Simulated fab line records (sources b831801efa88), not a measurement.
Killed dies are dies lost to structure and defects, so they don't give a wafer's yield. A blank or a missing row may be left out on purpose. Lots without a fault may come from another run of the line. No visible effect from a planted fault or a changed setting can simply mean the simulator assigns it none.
Matching of chambers ; flow sky130 ; 4 sister chambers for SKY_VIA2_ETCH_14 on rie_diel-03
The step etches BARC in N2/H2, stops on SiO2, time 45.9 s, target depth 60 nm. 8 wafers are shown with their chamber, then 7 later ones without.

WAFERS, EACH WITH ITS CHAMBER
wafer;chamber;throttle_valve_pct (%);oes_product_au (a.u.)
L077.4;0;13.213;0.851
L080.2;0;13.210;0.850
L080.3;2;13.222;0.862
L081.2;3;13.224;0.860
L081.4;3;13.224;0.855
L081.5;1;13.219;0.851
L086.1;2;13.216;0.853
L086.4;1;13.223;0.858

WAFERS WITH NO CHAMBER GIVEN
wafer;throttle_valve_pct (%);oes_product_au (a.u.)
L086.5;13.248;0.857
L090.1;13.215;0.847
L090.4;13.242;0.847
L090.5;13.216;0.859
L096.1;13.229;0.854
L096.2;13.234;0.865
L096.3;13.232;0.851

CHAMBER TAKEN BY EACH
wafer;from the rows above;in truth
L086.5;can't be placed: 3 or 1 or 2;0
L090.1;can't be placed: 0 or 1 or 2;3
L090.4;can't be placed: 3 or 1 or 2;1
L090.5;can't be placed: 2 or 1 or 0 or 3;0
L096.1;can't be placed: 3 or 1 or 2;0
L096.2;can't be placed: 3 or 1 or 2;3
L096.3;can't be placed: 3 or 1 or 2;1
Correct placement for 0 of the 7. These rows do not allow placing 7 (true chamber among the candidates in 4). Wrongly placed: 0.
How it was worked out, from the rows above alone: a wafer's distance from a chamber is the root of the sum, over the readings, of the square of ((its reading less the chamber's mean) divided by the reading's scatter). If the next closest chamber is less than 2 further off than the closest, the wafer can't be placed; otherwise it belongs to the closest. A chamber's mean is the mean of its shown wafers. How the scatter is found: for the shown wafers, subtract from each reading the mean of its chamber, square and add these, divide the total by (wafers less chambers), then take the root.
